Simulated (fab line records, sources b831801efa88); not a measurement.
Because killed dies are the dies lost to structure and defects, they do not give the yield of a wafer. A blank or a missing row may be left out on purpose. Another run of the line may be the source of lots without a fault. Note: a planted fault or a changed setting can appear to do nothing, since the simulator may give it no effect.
What tool caused it? ; flow sky130 ; 12 lots, 36 wafers sampled, at 2 steps of a route of 708

== WHAT THE GAUGES SHOWED, per wafer ==
SKY_VIA2_CD_MEAS_12: the cd target is 200 nm.
lot;measured;on;cdNm (nm)
L225;day 36 13:27;cdSem-02;199.0 197.7 200.0
L226;day 36 13:36;cdSem-02;199.3 198.7 198.6
L227;day 36 19:23;cdSem-02;199.1 198.7 199.3
L231;day 38 00:09;cdSem-02;199.8 200.8 199.6
L232;day 38 15:49;cdSem-01;201.5 200.8 200.7
L233;day 38 22:26;cdSem-02;198.0 198.4 199.0
L235;day 39 13:13;cdSem-01;196.8 197.7 199.1
L236;day 40 17:33;cdSem-01;200.6 200.6 200.7
L239;day 41 09:10;cdSem-02;199.9 200.1 199.2
L244;day 42 07:30;cdSem-01;200.0 199.7 199.8
L245;day 42 09:19;cdSem-01;201.7 201.3 200.4
L248;day 43 05:19;cdSem-02;200.2 200.3 200.0

== TOOL THAT RAN EACH LOT (tool first, then ch and the chambers of the sampled wafers, then the start) ==
lot;SKY_NWELL_EXPOSE_07
L225;ilineStepper-02 ch 0, day 4 06:26
L226;ilineStepper-02 ch 0, day 4 11:31
L227;ilineStepper-02 ch 0, day 4 15:08
L231;ilineStepper-01 ch 0, day 5 12:14
L232;ilineStepper-02 ch 0, day 5 21:40
L233;ilineStepper-01 ch 0, day 6 03:14
L235;ilineStepper-01 ch 0, day 6 11:55
L236;ilineStepper-02 ch 0, day 7 09:10
L239;ilineStepper-02 ch 0, day 7 23:59
L244;ilineStepper-01 ch 0, day 8 22:36
L245;ilineStepper-01 ch 0, day 9 00:06
L248;ilineStepper-01 ch 0, day 9 18:57
- SKY_NWELL_EXPOSE_07: exposes mask NWM, target cd 840 nm.

== WHAT THE TOOLS THEMSELVES READ (means of the sampled wafers that have a number; where no wafer has one, the mark that the record gives instead) ==
SKY_NWELL_EXPOSE_07.
lot;tool;reticleTempC (C)
L225;ilineStepper-02;22.97
L226;ilineStepper-02;23.01
L227;ilineStepper-02;22.87
L231;ilineStepper-01;23.13
L232;ilineStepper-02;22.92
L233;ilineStepper-01;22.97
L235;ilineStepper-01;22.93
L236;ilineStepper-02;22.89
L239;ilineStepper-02;22.93
L244;ilineStepper-01;23.05
L245;ilineStepper-01;22.89
L248;ilineStepper-01;22.90

== THE ANSWER, worked out from the rows above alone ==
Rule: the lots themselves supply what counts as usual. Put in order of their means at a reading, lots are off if they are a third of the lots or fewer, leave a main group of 4 or more, and stand apart from it by a gap of 3 or more times the standard deviation of the main group's means; of several such gaps the widest counts. The tables above print the reading to a certain number of digits; a main group whose means all agree to those digits is not used. A lot without any number at a reading at which 4 lots or more have one is off too. Where the step has rows for the other lots, those lots are counted as sound. Order of review: gauges by route order, followed by the tools' own readings, for which a lot's mean as printed above is used. At the first step where some lot is off, the reading lying furthest off is the one used; lots without a number count as furthest.
Nothing can be told from this: no lot is off at any reading shown.

== WHAT THE SIMULATOR PUT IN ==
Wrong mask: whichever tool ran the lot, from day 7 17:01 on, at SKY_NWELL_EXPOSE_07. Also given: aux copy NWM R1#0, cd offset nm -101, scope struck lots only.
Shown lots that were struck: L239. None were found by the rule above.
